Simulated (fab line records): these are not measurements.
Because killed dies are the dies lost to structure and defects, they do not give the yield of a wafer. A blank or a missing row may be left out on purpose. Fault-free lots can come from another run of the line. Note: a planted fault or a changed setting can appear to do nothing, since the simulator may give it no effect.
A lot that was struck, set against a sound lot || flow sky130 || 28 steps out of a route of 708
Sound: these wafers, L652.4, L652.5, L652.6. Wafers struck: L667.2, L667.4, L667.5. The cause comes at the end.
Each step with rows lists, per side, the tool, then ch with its chambers, then its first start. Under that, the readings that differ: sound wafers || struck wafers || difference of the means || sigmas: that difference in standard deviations of wafers without a fault.
alike: same words and numbers on both sides, and readings whose means sit less than 2 such deviations apart. not compared: any withheld reading, any reading some wafer has no value for, any bound like >300 that may hide the same value, and any number with overlapping values for which the record gives no deviation.
Wherever a step has rows on one side only, a row that says differs or no value, or a row with sigmas, the two part there. Non-overlapping numbers with no deviation appear without sigmas and do not part them. A reading that every wafer of one side lacks parts them only if that side has two wafers or more.

first, 3 steps without rows for these wafers: SKY_VIA4_STRIP_14 (strips in post etch residue remover, time 1200 s); SKY_VIA4_CLEAN_15 (cleans in IPA, time 180 s); SKY_VIA4_CLEAN_16 (cleans in O3/DIW).
SKY_VIA4_SPUTTER_17: material TiN, target thk 20 nm, time 80 s.
  struck on pvd sputter-04, day 47 16:08; sound on pvd sputter-02, day 43 20:29
  alike: cathode dc power W, throttle valve pct
then, 1 step without rows for these wafers: SKY_VIA4_CVD_18 (deposits W, target thk 505 nm, time 152.14 s).
SKY_VIA4_RS_MEAS_19: measurement is done with a four-point probe.
  struck on film metro-01, day 47 16:22; sound on film metro-04, day 43 20:53
  alike: VIA4_W_RS
SKY_VIA4_THK_MEAS_20: measures by xrf.
  struck on film metro-01, day 47 16:28; sound on film metro-04, day 43 20:59
  alike: VIA4_W_THK
SKY_VIA4_CMP_21: polishes, stops on SiO2, t overpolish 25 s, target thk 0 nm.
  sound on cmp-01 ch 0,1, day 43 21:04; struck on cmp-01 ch 2,3, day 47 16:31
  alike: motor current A, overpolish run s, time to endpoint s
then, 4 steps without rows for these wafers: SKY_METAL5_SPUTTER_00 (material Ti, target thk 15 nm, time 10 s); SKY_METAL5_SPUTTER_01 (material TiN, target thk 20 nm, time 16.7 s); SKY_METAL5_SPUTTER_02 (material AlCu, target thk 1150 nm, time 61.2 s); SKY_METAL5_SPUTTER_03 (material Ti, target thk 5 nm, time 3.3 s).
SKY_METAL5_SPUTTER_04: material TiN, target thk 70 nm, time 58.3 s.
  struck on pvd sputter-01, day 47 16:56; sound on pvd sputter-04, day 43 21:26
{"reading": "cathode dc power W (W)", "sound": "6500.2 6501.1 6499.8", "struck": "7342.4 7343.8 7342.4", "difference": "+842.5", "sigmas": "+99 or more"}
{"reading": "throttle valve pct (%)", "sound": "29.4 29.2 30.8", "struck": "32.3 32.5 32.6", "difference": "+2.7", "sigmas": "+2"}
{"reading": "model.TiN_of_METAL5_SPUTTER_04.thk nm (nm)", "sound": "69.59 70.3 69.52", "struck": "79.49 79.41 79.38", "difference": "+9.62", "sigmas": ""}
SKY_METAL5_RS_MEAS_05: measurement is done with a four-point probe.
  struck on film metro-01, day 47 17:01; sound on film metro-04, day 43 21:32
  alike: METAL5_ALCU_RS
SKY_METAL5_THK_MEAS_06: measures by xrf.
  struck on film metro-01, day 47 17:07; sound on film metro-04, day 43 21:38
{"reading": "METAL5_ALCU_THK (nm)", "sound": "1158 1151 1167", "struck": "1128 1136 1132", "difference": -27, "sigmas": -2}
then, 7 steps without rows for these wafers: SKY_METAL5_DEHYDRATE_07 (time 60 s); SKY_METAL5_HMDS_08 (prime time 60 s); SKY_METAL5_COAT_09 (resist thk 1800 nm); SKY_METAL5_SOFTBAKE_10 (time 60 s); SKY_METAL5_EXPOSE_11 (exposes mask MM5, target cd 1600 nm); SKY_METAL5_PEB_12; SKY_METAL5_DEVELOP_13 (develop time 60 s).
SKY_METAL5_DESCUM_14: chemistry O2, time 11 s.
  sound on rie metal-03 ch 0,1, day 44 19:05; struck on rie metal-01 ch 0,1, day 48 11:22
  alike: drypump motor current A, oes product au
  not compared: rf hours counter h
SKY_METAL5_METAL_ETCH_15: etches the open film in Cl2/BCl3, stops on SiO2, target depth 1260 nm, time 252 s.
  sound on rie metal-03 ch 0,1, day 44 19:11; struck on rie metal-01 ch 0,1, day 48 11:25
{"reading": "oes product au (a.u.)", "sound": "0.894 0.897 0.889", "struck": "0.907 0.902 0.903", "difference": "+0.011", "sigmas": "+2"}
  alike: drypump motor current A, mfc cl2 sccm, throttle valve pct
  not compared: rf hours counter h
SKY_METAL5_STRIP_16: strips in O2/N2.
  sound on plasma asher-02 ch 0,1, day 44 19:22; struck on plasma asher-01 ch 1, day 48 11:38
{"reading": "strip time to endpoint s (s)", "sound": "13.13 13.24 13.15", "struck": "12.99 12.89 12.94", "difference": -0.23, "sigmas": -2}
  alike: drypump motor current A, n2 flow sccm, oes product au
  not compared: rf hours counter h
SKY_METAL5_STRIP_17: strips in post etch residue remover, time 1200 s.
  sound on wet bench-01 ch 2, day 44 19:26; struck on wet bench-02 ch 3, day 48 11:44
{"reading": "model.TiN_of_METAL5_SPUTTER_04.thk nm (nm)", "sound": "69.17 69.88 69.1", "struck": "79.07 78.99 78.96", "difference": "+9.62", "sigmas": ""}
then, 1 step without rows for these wafers: SKY_METAL5_CLEAN_18 (cleans in IPA, time 180 s).
SKY_PAD_OPEN_PROBE_99:
  the record has rows for the sound wafers here (prober-01, day 46 16:26) and none for the struck ones

WHERE THEY PART
First at SKY_METAL5_SPUTTER_04; last, within this record, at SKY_PAD_OPEN_PROBE_99.

WHY: what had been put in by the simulator
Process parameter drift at SKY_METAL5_SPUTTER_04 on pvd sputter-01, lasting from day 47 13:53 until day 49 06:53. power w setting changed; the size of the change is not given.
